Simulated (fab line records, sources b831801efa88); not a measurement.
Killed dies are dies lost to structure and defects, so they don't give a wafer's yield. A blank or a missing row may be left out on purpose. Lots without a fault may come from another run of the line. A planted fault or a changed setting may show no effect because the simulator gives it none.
A struck lot beside a sound one | flow gf180mcu | 14 steps out of a route of 602
Sound: wafers L834.1, L834.2, L834.4. Struck: wafers L837.1, L837.4, L837.5. The cause comes at the end.
At each step with rows: each side's tool, then ch and its chambers, then its first start. Under that, the readings that differ: sound wafers | struck wafers | difference of the means | sigmas: that difference in standard deviations of wafers without a fault.
alike: readings whose means differ by less than 2 such deviations, and words and numbers that are the same on both sides. not compared: withheld readings, readings that some wafer has no value for, bounds like >300 that may hide the same value, and numbers for which the record gives no deviation and whose values overlap.
The two part at a step that has a row with sigmas, a row that says differs or no value, or rows on one side only. Numbers that don't overlap but have no deviation are shown without sigmas and don't part them. A reading that every wafer of one side lacks parts them only if that side has two wafers or more.

first, 3 steps without rows for these wafers: GF_V3_STRIP_18 (strips in O2/N2); GF_V3_STRIP_19 (strips in post etch residue remover, time 1200 s); GF_V3_CLEAN_20 (cleans in DIW).
GF_V3_SPUTTER_21: material Ti, target thk 15 nm, time 80.02 s.
  sound on pvd_sputter-02, day 26 04:23; struck on pvd_sputter-03, day 27 00:21
  alike: cathode_dc_power_W, throttle_valve_pct
GF_V3_SPUTTER_22: material TiN, target thk 10 nm, time 40 s.
  sound on pvd_sputter-02, day 26 04:27; struck on pvd_sputter-03, day 27 00:25
  alike: cathode_dc_power_W, throttle_valve_pct
GF_V3_CVD_23: deposits W, target thk 350 nm, time 104.9 s.
  sound on cvd_w-02 ch 0,1, day 26 04:29; struck on cvd_w-01 ch 0,1, day 27 00:28
  alike: heater_power_w
GF_V3_RS_MEAS_24: measures by four-point-probe.
  sound on film_metro-01, day 26 04:36; struck on film_metro-03, day 27 00:34
  reading          | sound             | struck            | difference | sigmas
  V3_W_RS (ohm/sq) | 0.330 0.334 0.336 | 0.321 0.327 0.322 | -0.010     | -3
GF_V3_THK_MEAS_25: measures by xrf.
  sound on film_metro-01, day 26 04:43; struck on film_metro-03, day 27 00:41
  alike: V3_W_THK
then, 1 step without rows for these wafers: GF_V3_CMP_26 (polishes, stops on SiO2, t overpolish 15.38 s, target thk 0 nm).
GF_M4_SPUTTER_00: material Ti, target thk 37.5 nm, time 150 s.
  sound on pvd_sputter-04, day 26 05:05; struck on pvd_sputter-04, day 27 01:03
  alike: cathode_dc_power_W, throttle_valve_pct
GF_M4_SPUTTER_01: material TiN, target thk 30 nm, time 25 s.
  sound on pvd_sputter-04, day 26 05:11; struck on pvd_sputter-04, day 27 01:09
  alike: cathode_dc_power_W, throttle_valve_pct
then, 1 step without rows for these wafers: GF_M4_SPUTTER_02 (material AlCu, target thk 450 nm, time 23.9 s).
GF_M4_SPUTTER_03: material Ti, target thk 10 nm, time 6.7 s.
  sound on pvd_sputter-04, day 26 05:14; struck on pvd_sputter-04, day 27 01:13
  reading                               | sound                | struck               | difference | sigmas
  cathode_dc_power_W (W)                | 2998.4 2999.6 3000.2 | 2856.1 2856.2 2855.8 | -143.4     | -99 or more
  model.Ti_of_M4_SPUTTER_03.thk_nm (nm) | 9.914 9.92 9.942     | 9.498 9.455 9.365    | -0.486     |
  alike: throttle_valve_pct
then, 1 step without rows for these wafers: GF_M4_SPUTTER_04 (material TiN, target thk 50 nm, time 41.7 s).

WHERE THEY PART
First at GF_V3_RS_MEAS_24; last, within this record, at GF_M4_SPUTTER_03.

WHY: what the simulator had put in
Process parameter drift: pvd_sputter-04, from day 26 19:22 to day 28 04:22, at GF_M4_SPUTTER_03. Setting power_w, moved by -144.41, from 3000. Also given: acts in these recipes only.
